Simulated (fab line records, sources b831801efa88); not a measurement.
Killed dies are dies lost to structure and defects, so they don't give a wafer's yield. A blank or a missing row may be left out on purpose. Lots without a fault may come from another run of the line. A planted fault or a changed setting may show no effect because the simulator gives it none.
fab line records | flow sky130
record lots=14 wafers=42 last_day=50
route steps=708 shown LDD_HVN@274 SD_P@328 RES_XHIGH@338 PAD_OPEN@708
lots that met no fault: from a run of the same line without faults
start_h: hours from the record's first day to the start of the lot's first wafer shown | wait_h: hours since the lot's step before | " the same as in the row above | L1.1+2: a row that stands for several wafers | - no value, or no start given | * or withheld: withheld | < > ~ a bound
route shown NAME@n: a module of which the file shows steps, and the number in the route of the first | usual: mean/standard deviation of fault-free wafers | same: alike in all rows | chamber/n: place in a boat | sites: the reading at each site | _std_site: their standard deviation | _edge_site: outer sites' mean less inner sites' | radius_mm: how far each site lies from the wafer's centre | mask NAME#n: copy n | behind: the tool/chamber that last shaped the wafer | hold: why the lot was held/for how many hours/how that ended | device: the transistor (n, p or np) that didn't switch | end of line: the same wafers' tests at the end of the route | a step without rows: its recipe alone | killed: dies lost to structure and defects at the first sort, not the wafer's yield | map: a wafer's dies, x killed, . not, _ none there
set.NAME: the setting as run; set.NAME@STEP: as run at that earlier step | model.NAME: the simulator's own value behind a step, which no gauge read
steps of the route over a sample of lots; a table a step, a row a wafer
services: from which hour (start_h, from the record's first day; less than 0 if before it) a tool's chamber was out of use, for how many hours, and why
## steps
# step SKY_LDD_HVN_OVL_MEAS_07
# usual LDD_HVN_OVL=-0.5/1.6
# columns lot.wafer tool chamber start_h wait_h LDD_HVN_OVL[nm]
L341.1 overlay-02 - 484.07 0.1 -1.1
L341.2 " - " " 0.0
L341.6 " - " " -0.6
L343.2 overlay-01 - 499.20 0.1 -2.6
L343.3 " - " " -2.8
L343.6 " - " " -0.9
L344.3 overlay-02 - 508.20 0.1 -0.8
L344.5 " - " " -1.9
L344.6 " - " " -1.4
L345.1 overlay-01 - 528.02 0.1 -2.4
L345.2 " - " " -3.3
L345.6 " - " " 0.4
L346.1 overlay-02 - 535.19 0.1 -0.5
L346.4 " - " " -0.5
L346.6 " - " " 1.4
L347.1 overlay-02 - 546.42 0.1 -0.7
L347.3 " - " " -1.1
L347.5 " - " " -1.0
L348.1 overlay-02 - 546.59 0.1 -0.1
L348.4 " - " " 0.2
L348.5 " - " " -0.9
L349.1 overlay-01 - 554.29 0.1 0.5
L349.2 " - " " -1.9
L349.5 " - " " -2.0
L350.1 overlay-01 - 562.34 0.1 0.4
L350.3 " - " " 1.1
L350.5 " - " " 1.4
L351.1 overlay-01 - 565.42 0.1 -1.4
L351.4 " - " " -1.6
L351.6 " - " " -2.0
L352.3 overlay-02 - 576.40 0.1 2.6
L352.4 " - " " 1.0
L352.6 " - " " 1.0
L359.2 overlay-02 - 623.05 0.1 -4.6
L359.5 " - " " -3.0
L359.6 " - " " -4.2
L361.2 overlay-02 - 636.90 0.1 1.2
L361.3 " - " " -0.4
L361.6 " - " " 0.9
L362.3 overlay-02 - 643.90 0.1 -1.6
L362.4 " - " " 0.5
L362.5 " - " " -1.3
# step SKY_SD_P_OVL_MEAS_08
# usual SD_P_OVL=-1.2/1.4
# columns lot.wafer tool chamber start_h wait_h SD_P_OVL[nm]
L341.1 overlay-01 - 606.03 0.1 -2.5
L341.2 " - " " -3.1
L341.6 " - " " -0.9
L343.2 overlay-02 - 622.06 0.1 -3.3
L343.3 " - " " -2.0
L343.6 " - " " -4.2
L344.3 overlay-01 - 627.72 0.1 -3.4
L344.5 " - " " -1.6
L344.6 " - " " 1.0
L345.1 overlay-02 - 647.96 0.1 -0.8
L345.2 " - " " 0.0
L345.6 " - " " -1.4
L346.1 overlay-01 - 656.06 0.1 0.7
L346.4 " - " " 0.5
L346.6 " - " " -1.7
L347.1 overlay-02 - 664.73 0.1 -3.1
L347.3 " - " " -1.7
L347.5 " - " " -2.4
L348.1 overlay-01 - 665.36 0.1 -0.7
L348.4 " - " " -0.5
L348.5 " - " " 1.7
L349.1 overlay-01 - 681.84 0.1 -0.8
L349.2 " - " " 0.2
L349.5 " - " " -0.7
L350.1 overlay-01 - 683.56 0.1 -0.3
L350.3 " - " " -1.2
L350.5 " - " " -2.2
L351.1 overlay-02 - 686.16 0.1 0.3
L351.4 " - " " -0.9
L351.6 " - " " -0.2
L352.3 overlay-02 - 693.82 0.1 -2.3
L352.4 " - " " -1.3
L352.6 " - " " -0.5
L359.2 overlay-01 - 740.11 0.1 0.1
L359.5 " - " " -0.4
L359.6 " - " " -2.3
L361.2 overlay-02 - 754.57 0.1 -3.9
L361.3 " - " " -3.1
L361.6 " - " " -2.8
L362.3 overlay-02 - 760.57 0.1 -3.7
L362.4 " - " " -2.4
L362.5 " - " " -1.8
# step SKY_RES_XHIGH_DEVELOP_06
# recipe resist=NOVOLAK developer=TMAH develop_time_s=60 dev_temp_c=23
# usual developer_temp_C=23.01/0.11
# columns lot.wafer tool chamber start_h wait_h developer_temp_C
L341.1 litho_track-03 0 634.14 0.1 23.22
L341.2 " 0 " " 23.17
L341.6 " 0 " " 23.16
L343.2 litho_track-03 0 650.56 0.1 22.99
L343.3 " 0 " " 22.99
L343.6 " 0 " " 22.99
L344.3 litho_track-01 0 656.89 0.1 22.97
L344.5 " 0 " " 23.05
L344.6 " 0 " " 22.86
L345.1 litho_track-01 0 677.19 0.1 22.97
L345.2 " 0 " " 22.81
L345.6 " 0 " " 22.97
L346.1 litho_track-01 0 684.64 0.1 22.94
L346.4 " 0 " " 23.00
L346.6 " 0 " " 22.90
L347.1 litho_track-03 0 692.94 0.1 22.98
L347.3 " 0 " " 23.01
L347.5 " 0 " " 23.01
L348.1 litho_track-03 0 694.39 0.1 23.00
L348.4 " 0 " " 23.21
L348.5 " 0 " " 23.09
L349.1 litho_track-01 0 709.59 0.1 23.06
L349.2 " 0 " " 22.89
L349.5 " 0 " " 23.02
L350.1 litho_track-02 0 712.27 0.1 23.04
L350.3 " 0 " " 23.00
L350.5 " 0 " " 23.08
L351.1 litho_track-01 0 714.39 0.1 23.13
L351.4 " 0 " " 23.00
L351.6 " 0 " " 23.12
L352.3 litho_track-01 0 722.19 0.1 23.16
L352.4 " 0 " " 23.15
L352.6 " 0 " " 23.04
L359.2 litho_track-01 0 768.46 0.1 22.02
L359.5 " 0 " " 22.00
L359.6 " 0 " " 22.07
L361.2 litho_track-01 0 781.91 0.1 22.08
L361.3 " 0 " " 22.27
L361.6 " 0 " " 22.19
L362.3 litho_track-03 0 787.19 0.1 22.93
L362.4 " 0 " " 22.98
L362.5 " 0 " " 23.03
# step SKY_RES_XHIGH_TW_MEAS_09
# usual RES_XHIGH_TW=1627/15
# columns lot.wafer tool chamber start_h wait_h RES_XHIGH_TW
L341.1 film_metro-04 - 634.54 0.1 1648
L341.2 " - " " 1648
L341.6 " - " " 1649
L343.2 film_metro-03 - 650.95 0.1 1621
L343.3 " - " " 1611
L343.6 " - " " 1621
L344.3 film_metro-02 - 657.26 0.1 1608
L344.5 " - " " 1610
L344.6 " - " " 1612
L345.1 film_metro-04 - 677.59 0.1 1644
L345.2 " - " " 1637
L345.6 " - " " 1644
L346.1 film_metro-04 - 685.04 0.1 1650
L346.4 " - " " 1640
L346.6 " - " " 1643
L347.1 film_metro-04 - 693.34 0.1 1648
L347.3 " - " " 1647
L347.5 " - " " 1634
L348.1 film_metro-04 - 694.79 0.1 1644
L348.4 " - " " 1648
L348.5 " - " " 1642
L349.1 film_metro-02 - 710.00 0.1 1611
L349.2 " - " " 1624
L349.5 " - " " 1616
L350.1 film_metro-04 - 712.67 0.1 1635
L350.3 " - " " 1635
L350.5 " - " " 1643
L351.1 film_metro-04 - 714.79 0.1 1639
L351.4 " - " " 1640
L351.6 " - " " 1642
L352.3 film_metro-03 - 722.56 0.1 1618
L352.4 " - " " 1613
L352.6 " - " " 1607
L359.2 film_metro-03 - 768.85 0.1 1617
L359.5 " - " " 1622
L359.6 " - " " 1620
L361.2 film_metro-03 - 782.30 0.1 1625
L361.3 " - " " 1619
L361.6 " - " " 1609
L362.3 film_metro-03 - 787.56 0.1 1629
L362.4 " - " " 1620
L362.5 " - " " 1622
# step SKY_PAD_OPEN_PROBE_99
# usual killed_at_M0_to_M3=42/6.7 killed_at_M4_up=3.0/1.9 killed_at_contacts=24/5.3 killed_at_front_end=16/4.3 killed_at_other=0.4/0.71 killed_dies=85/9.6 killed_on_rim=17/3.7 killed_open=46/6.5 killed_short=39/6.7
# same gross_dies=492 killed_at_back_side=0
# columns lot.wafer tool chamber start_h wait_h killed_at_M0_to_M3 killed_at_M4_up killed_at_contacts killed_at_front_end killed_at_other killed_dies killed_on_rim killed_open killed_short
L341.1 prober-02 - 1098.05 0.1 45 0 24 12 2 83 16 45 36
L341.2 prober-02 - 1098.10 0.1 43 5 33 21 2 104 17 52 50
L341.6 prober-02 - 1098.30 0.2 37 0 20 21 3 81 17 44 35
L343.2 prober-02 - 1112.28 0.1 54 2 26 11 0 93 18 52 41
L343.3 prober-02 - 1112.33 0.2 43 2 19 11 0 75 19 38 36
L343.6 prober-02 - 1112.48 0.2 41 5 22 12 0 80 14 38 41
L344.3 prober-01 - 1117.25 0.2 54 5 21 15 0 95 21 47 48
L344.5 prober-01 - 1117.35 0.2 28 3 29 17 1 78 18 39 39
L344.6 prober-01 - 1117.40 0.2 36 0 22 22 0 80 21 45 35
L345.1 prober-02 - 1130.39 0.1 46 4 27 15 0 92 23 42 50
L345.2 prober-02 - 1130.44 0.1 35 0 19 24 0 78 17 41 37
L345.6 prober-02 - 1130.64 0.2 43 2 35 17 0 97 21 64 33
L346.1 prober-01 - 1135.01 0.1 48 1 17 16 0 82 18 42 40
L346.4 prober-01 - 1135.16 0.2 46 2 17 21 0 86 16 43 43
L346.6 prober-01 - 1135.26 0.2 40 2 27 12 0 81 16 42 39
L347.1 prober-02 - 1141.51 0.1 43 4 32 15 0 94 23 44 50
L347.3 prober-02 - 1141.61 0.2 44 3 22 7 0 76 14 41 35
L347.5 prober-02 - 1141.71 0.2 43 5 33 12 1 94 21 44 50
L348.1 prober-01 - 1142.46 0.1 37 3 27 14 1 82 20 44 38
L348.4 prober-01 - 1142.61 0.2 33 1 25 16 0 75 14 46 29
L348.5 prober-01 - 1142.66 0.2 36 4 23 15 0 78 21 42 36
L349.1 prober-02 - 1155.10 0.1 34 1 23 19 0 77 12 44 33
L349.2 prober-02 - 1155.15 0.1 46 2 26 17 0 91 19 55 35
L349.5 prober-02 - 1155.30 0.2 43 1 22 19 0 85 16 34 49
L350.1 prober-01 - 1156.10 0.1 44 3 23 17 0 87 12 52 35
L350.3 prober-01 - 1156.20 0.2 48 4 19 12 2 85 20 43 41
L350.5 prober-01 - 1156.30 0.2 45 2 15 19 0 81 18 46 34
L351.1 prober-02 - 1159.34 0.1 57 2 16 15 1 91 24 51 40
L351.4 prober-02 - 1159.49 0.2 57 1 13 12 0 83 14 50 32
L351.6 prober-02 - 1159.59 0.2 46 3 22 20 0 91 19 43 47
L352.3 prober-01 - 1162.91 0.2 44 7 29 20 0 100 24 58 42
L352.4 prober-01 - 1162.96 0.2 41 2 24 14 0 81 14 38 43
L352.6 prober-01 - 1163.06 0.2 49 5 23 10 0 87 16 41 46
L359.2 prober-02 - 1194.02 0.1 47 1 19 11 1 79 17 52 27
L359.5 prober-02 - 1194.17 0.2 47 2 29 15 0 93 16 57 36
L359.6 prober-02 - 1194.22 0.2 40 5 23 16 0 84 22 50 33
L361.2 prober-02 - 1198.05 0.1 47 3 24 14 0 88 22 53 33
L361.3 prober-02 - 1198.10 0.2 32 2 25 26 0 85 17 51 33
L361.6 prober-02 - 1198.25 0.2 52 1 25 24 0 102 13 47 55
L362.3 prober-01 - 1202.36 0.2 39 1 19 12 1 72 11 42 30
L362.4 prober-01 - 1202.41 0.2 49 7 19 14 0 89 19 50 39
L362.5 prober-01 - 1202.46 0.2 36 5 26 11 0 78 11 40 38
# killed by level:class
L341.1 VIA1:geometric_particle:open=13 CONTACT:geometric_particle:open=8 CONTACT:geometric_particle:short=8 VIA3:geometric_particle:open=7 FIELD_ISO:geometric_particle:open=6 VIA2:geometric_particle:open=5 LI_CONTACT:geometric_particle:short=4 VIA1:geometric_particle:short=4
L341.2 CONTACT:geometric_particle:open=13 METAL1:geometric_particle:short=8 LI_CONTACT:geometric_particle:open=7 FIELD_ISO:geometric_particle:open=6 VIA2:geometric_particle:open=6 FIELD_ISO:geometric_particle:short=5 LOCAL_INTERCONNECT:geometric_particle:short=5 CONTACT:geometric_particle:short=5
L341.6 VIA1:geometric_particle:open=10 CONTACT:geometric_particle:open=7 VIA3:geometric_particle:open=6 VIA2:geometric_particle:short=6 FIELD_ISO:geometric_particle:short=5 METAL1:geometric_particle:short=5 LI_CONTACT:geometric_particle:open=5 POLY_GATE:geometric_particle:short=4
L343.2 VIA1:geometric_particle:open=11 VIA2:geometric_particle:open=10 CONTACT:geometric_particle:open=8 FIELD_ISO:geometric_particle:open=6 METAL2:geometric_particle:short=6 VIA1:geometric_particle:short=5 LI_CONTACT:geometric_particle:open=5 CONTACT:geometric_particle:short=5
L343.3 METAL1:geometric_particle:short=9 VIA2:geometric_particle:open=8 CONTACT:geometric_particle:open=6 VIA1:geometric_particle:open=6 LI_CONTACT:geometric_particle:open=5 LOCAL_INTERCONNECT:geometric_particle:short=4 VIA1:geometric_particle:short=4 METAL3:geometric_particle:short=4
L343.6 CONTACT:geometric_particle:open=8 METAL2:geometric_particle:short=7 VIA2:geometric_particle:open=6 VIA1:geometric_particle:open=6 LOCAL_INTERCONNECT:geometric_particle:short=5 METAL1:geometric_particle:short=5 METAL4:geometric_particle:short=4 LI_CONTACT:geometric_particle:open=4
L344.3 VIA2:geometric_particle:open=12 METAL2:geometric_particle:short=8 CONTACT:geometric_particle:open=8 VIA1:geometric_particle:open=8 VIA1:geometric_particle:short=6 METAL1:geometric_particle:short=5 LI_CONTACT:geometric_particle:open=5 FIELD_ISO:geometric_particle:short=4
L344.5 LI_CONTACT:geometric_particle:open=10 CONTACT:geometric_particle:open=8 CONTACT:geometric_particle:short=6 VIA1:geometric_particle:open=5 LI_CONTACT:geometric_particle:short=5 METAL1:geometric_particle:short=5 METAL2:geometric_particle:short=5 POLY_GATE:geometric_particle:open=4
L344.6 METAL2:geometric_particle:short=11 CONTACT:geometric_particle:open=9 FIELD_ISO:geometric_particle:open=8 VIA1:geometric_particle:open=8 LI_CONTACT:geometric_particle:open=6 POLY_GATE:geometric_particle:short=4 LOCAL_INTERCONNECT:geometric_particle:short=4 METAL1:geometric_particle:short=4
L345.1 VIA1:geometric_particle:open=10 CONTACT:geometric_particle:open=9 METAL1:geometric_particle:short=7 CONTACT:geometric_particle:short=7 METAL2:geometric_particle:short=7 VIA3:geometric_particle:open=6 LI_CONTACT:geometric_particle:open=5 VIA1:geometric_particle:short=5
L345.2 VIA1:geometric_particle:open=8 CONTACT:geometric_particle:open=7 FIELD_ISO:geometric_particle:short=6 FIELD_ISO:geometric_particle:open=5 POLY_GATE:geometric_particle:short=4 SPACER:geometric_particle:open=4 CONTACT:geometric_particle:short=4 METAL1:geometric_particle:short=4
L345.6 CONTACT:geometric_particle:open=15 VIA1:geometric_particle:open=11 VIA2:geometric_particle:open=10 POLY_GATE:geometric_particle:open=8 LI_CONTACT:geometric_particle:open=8 VIA3:geometric_particle:short=5 FIELD_ISO:geometric_particle:short=4 CONTACT:geometric_particle:short=4
L346.1 VIA1:geometric_particle:open=10 METAL1:geometric_particle:short=8 VIA3:geometric_particle:open=7 VIA2:geometric_particle:open=6 METAL2:geometric_particle:short=6 LI_CONTACT:geometric_particle:open=5 POLY_GATE:geometric_particle:short=4 VIA1:geometric_particle:short=4
L346.4 VIA1:geometric_particle:open=11 METAL2:geometric_particle:short=7 VIA1:geometric_particle:short=7 CONTACT:geometric_particle:open=6 VIA2:geometric_particle:open=6 POLY_GATE:geometric_particle:short=5 LI_CONTACT:geometric_particle:open=4 METAL1:geometric_particle:short=4
L346.6 LI_CONTACT:geometric_particle:open=12 CONTACT:geometric_particle:open=8 VIA1:geometric_particle:open=7 VIA1:geometric_particle:short=6 METAL2:geometric_particle:short=6 VIA3:geometric_particle:short=6 VIA2:geometric_particle:short=4 VIA2:geometric_particle:open=4
L347.1 LI_CONTACT:geometric_particle:open=13 LOCAL_INTERCONNECT:geometric_particle:short=10 VIA2:geometric_particle:open=8 VIA1:geometric_particle:open=7 METAL1:geometric_particle:short=7 VIA2:geometric_particle:short=7 METAL2:geometric_particle:short=5 FIELD_ISO:geometric_particle:open=3
L347.3 CONTACT:geometric_particle:open=10 VIA3:geometric_particle:open=8 METAL1:geometric_particle:short=7 METAL2:geometric_particle:short=6 VIA1:geometric_particle:open=6 LI_CONTACT:geometric_particle:open=4 VIA1:geometric_particle:short=4 VIA2:geometric_particle:open=4
L347.5 VIA1:geometric_particle:open=10 LI_CONTACT:geometric_particle:short=9 CONTACT:geometric_particle:open=8 LI_CONTACT:geometric_particle:open=7 METAL1:geometric_particle:short=7 VIA1:geometric_particle:short=7 LOCAL_INTERCONNECT:geometric_particle:short=6 FIELD_ISO:geometric_particle:short=5
L348.1 VIA2:geometric_particle:open=9 CONTACT:geometric_particle:open=8 VIA1:geometric_particle:open=7 METAL2:geometric_particle:short=7 POLY_GATE:geometric_particle:open=6 CONTACT:geometric_particle:short=6 LI_CONTACT:geometric_particle:short=4 LI_CONTACT:geometric_particle:open=4
L348.4 CONTACT:geometric_particle:open=10 VIA1:geometric_particle:open=8 VIA3:geometric_particle:open=6 FIELD_ISO:geometric_particle:open=5 LI_CONTACT:geometric_particle:open=5 CONTACT:geometric_particle:short=5 METAL1:geometric_particle:short=5 VIA2:geometric_particle:open=5
L348.5 VIA1:geometric_particle:open=13 LI_CONTACT:geometric_particle:open=9 METAL1:geometric_particle:short=8 CONTACT:geometric_particle:open=7 VIA1:geometric_particle:short=5 POLY_GATE:geometric_particle:open=4 CONTACT:geometric_particle:short=4 METAL2:geometric_particle:short=4
L349.1 VIA1:geometric_particle:open=12 POLY_GATE:geometric_particle:open=5 LI_CONTACT:geometric_particle:open=5 LOCAL_INTERCONNECT:geometric_particle:short=5 CONTACT:geometric_particle:open=5 CONTACT:geometric_particle:short=5 METAL1:geometric_particle:short=5 VIA2:geometric_particle:open=5
L349.2 VIA1:geometric_particle:open=19 CONTACT:geometric_particle:open=11 LI_CONTACT:geometric_particle:open=6 FIELD_ISO:geometric_particle:short=4 VIA2:geometric_particle:open=4 POLY_GATE:geometric_particle:short=4 VIA3:geometric_particle:open=4 CONTACT:geometric_particle:short=4
L349.5 METAL1:geometric_particle:short=10 VIA1:geometric_particle:open=8 LI_CONTACT:geometric_particle:open=7 FIELD_ISO:geometric_particle:open=6 CONTACT:geometric_particle:short=6 LOCAL_INTERCONNECT:geometric_particle:short=5 METAL2:geometric_particle:short=5 POLY_GATE:geometric_particle:short=4
L350.1 VIA1:geometric_particle:open=10 CONTACT:geometric_particle:open=9 VIA2:geometric_particle:open=7 VIA3:geometric_particle:open=7 FIELD_ISO:geometric_particle:open=5 LI_CONTACT:geometric_particle:open=5 CONTACT:geometric_particle:short=4 METAL1:geometric_particle:short=4
L350.3 VIA1:geometric_particle:open=9 CONTACT:geometric_particle:open=8 VIA1:geometric_particle:short=7 VIA2:geometric_particle:open=7 VIA3:geometric_particle:open=6 POLY_GATE:geometric_particle:short=5 LOCAL_INTERCONNECT:geometric_particle:short=5 METAL2:geometric_particle:open=5
L350.5 VIA1:geometric_particle:open=12 LI_CONTACT:geometric_particle:open=8 FIELD_ISO:geometric_particle:short=6 METAL1:geometric_particle:short=5 VIA2:geometric_particle:open=5 METAL2:geometric_particle:short=5 CONTACT:geometric_particle:open=4 VIA1:geometric_particle:short=4
L351.1 VIA1:geometric_particle:open=21 VIA1:geometric_particle:short=9 METAL2:geometric_particle:short=7 METAL1:geometric_particle:short=6 VIA2:geometric_particle:open=6 FIELD_ISO:geometric_particle:short=5 CONTACT:geometric_particle:short=4 LOCAL_INTERCONNECT:geometric_particle:open=3
L351.4 VIA1:geometric_particle:open=12 VIA2:geometric_particle:open=10 CONTACT:geometric_particle:open=7 VIA1:geometric_particle:short=6 METAL2:geometric_particle:open=6 METAL2:geometric_particle:short=5 VIA2:geometric_particle:short=5 VIA3:geometric_particle:open=5
L351.6 METAL2:geometric_particle:short=9 CONTACT:geometric_particle:open=9 VIA1:geometric_particle:short=7 VIA3:geometric_particle:open=7 VIA1:geometric_particle:open=6 LI_CONTACT:geometric_particle:open=5 FIELD_ISO:geometric_particle:open=4 FIELD_ISO:geometric_particle:short=4
L352.3 LI_CONTACT:geometric_particle:open=11 VIA1:geometric_particle:open=10 CONTACT:geometric_particle:open=9 VIA3:geometric_particle:open=8 VIA1:geometric_particle:short=7 POLY_GATE:geometric_particle:short=6 CONTACT:geometric_particle:short=5 VIA2:geometric_particle:open=5
L352.4 VIA1:geometric_particle:open=11 LOCAL_INTERCONNECT:geometric_particle:short=7 METAL1:geometric_particle:short=6 CONTACT:geometric_particle:open=6 LI_CONTACT:geometric_particle:open=5 VIA2:geometric_particle:open=5 CONTACT:geometric_particle:short=4 VIA3:geometric_particle:open=4
L352.6 VIA1:geometric_particle:open=11 METAL1:geometric_particle:short=10 CONTACT:geometric_particle:open=8 CONTACT:geometric_particle:short=6 VIA1:geometric_particle:short=6 VIA2:geometric_particle:open=6 LI_CONTACT:geometric_particle:open=5 METAL2:geometric_particle:short=5
L359.2 VIA1:geometric_particle:open=17 CONTACT:geometric_particle:open=10 VIA2:geometric_particle:open=8 LI_CONTACT:geometric_particle:open=6 VIA3:geometric_particle:short=6 METAL1:geometric_particle:short=5 FIELD_ISO:geometric_particle:open=3 METAL2:geometric_particle:short=3
L359.5 CONTACT:geometric_particle:open=14 VIA1:geometric_particle:open=10 LI_CONTACT:geometric_particle:open=9 VIA2:geometric_particle:open=8 VIA3:geometric_particle:open=6 VIA3:geometric_particle:short=4 VIA1:geometric_particle:short=4 METAL2:geometric_particle:short=4
L359.6 VIA1:geometric_particle:open=13 LI_CONTACT:geometric_particle:open=9 CONTACT:geometric_particle:open=8 VIA2:geometric_particle:open=6 VIA3:geometric_particle:open=5 FIELD_ISO:geometric_particle:open=4 FIELD_ISO:geometric_particle:short=4 VIA2:geometric_particle:short=4
L361.2 VIA1:geometric_particle:open=13 LI_CONTACT:geometric_particle:open=10 CONTACT:geometric_particle:open=9 POLY_GATE:geometric_particle:short=8 VIA2:geometric_particle:open=8 VIA1:geometric_particle:short=5 VIA3:geometric_particle:open=5 METAL1:geometric_particle:short=4
L361.3 VIA1:geometric_particle:open=13 POLY_GATE:geometric_particle:open=11 CONTACT:geometric_particle:open=9 CONTACT:geometric_particle:short=7 LI_CONTACT:geometric_particle:open=6 VIA2:geometric_particle:open=5 FIELD_ISO:geometric_particle:short=4 POLY_GATE:geometric_particle:short=4
L361.6 METAL1:geometric_particle:short=11 VIA3:geometric_particle:open=8 CONTACT:geometric_particle:open=7 VIA1:geometric_particle:short=7 VIA1:geometric_particle:open=7 POLY_GATE:geometric_particle:short=6 LI_CONTACT:geometric_particle:short=6 FIELD_ISO:geometric_particle:short=5
L362.3 VIA1:geometric_particle:open=9 VIA3:geometric_particle:open=8 VIA2:geometric_particle:open=7 FIELD_ISO:geometric_particle:short=6 CONTACT:geometric_particle:open=6 LOCAL_INTERCONNECT:geometric_particle:short=4 VIA1:geometric_particle:short=4 LI_CONTACT:geometric_particle:short=3
L362.4 VIA3:geometric_particle:open=10 VIA1:geometric_particle:open=9 CONTACT:geometric_particle:open=8 METAL3:geometric_particle:short=7 VIA3:geometric_particle:short=7 VIA2:geometric_particle:open=5 SPACER:geometric_particle:short=4 SPACER:geometric_particle:open=3
L362.5 VIA1:geometric_particle:open=12 CONTACT:geometric_particle:open=9 LI_CONTACT:geometric_particle:short=7 METAL1:geometric_particle:short=5 CONTACT:geometric_particle:short=4 VIA2:geometric_particle:short=4 VIA2:geometric_particle:open=3 LI_CONTACT:geometric_particle:open=3
## services
# columns tool chamber start_h hours kind
litho_track-01 - 686.46 - consumable_replace:filter
## key
first_sign step=SKY_RES_XHIGH_DEVELOP_06 reading=developer_temp_C direction=down sigmas=8 usual=* struck=*
effect none on later readings
met_at SKY_RES_XHIGH_DEVELOP_06
struck_lots L359,L361
tester_left_out L359,L361
not_acting_at SKY_LDD_HVN_OVL_MEAS_07,SKY_SD_P_OVL_MEAS_08,SKY_RES_XHIGH_TW_MEAS_09
onset_between 722.19 768.46
fault kind=process_parameter_drift tool=litho_track-01 chamber=- onset_h=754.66 steps=SKY_RES_XHIGH_DEVELOP_06 channel=dev_temp_c offset=* shape=step end_h=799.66 acts_in=* stated=*
# tester_left_out: of these lots the tester's yield and bins aren't shown, on N5 and GAA mostly nor the transistor test; their killed dies are dies lost to structure and defects alone, not to doping, threshold or leakage, so they don't give the yield
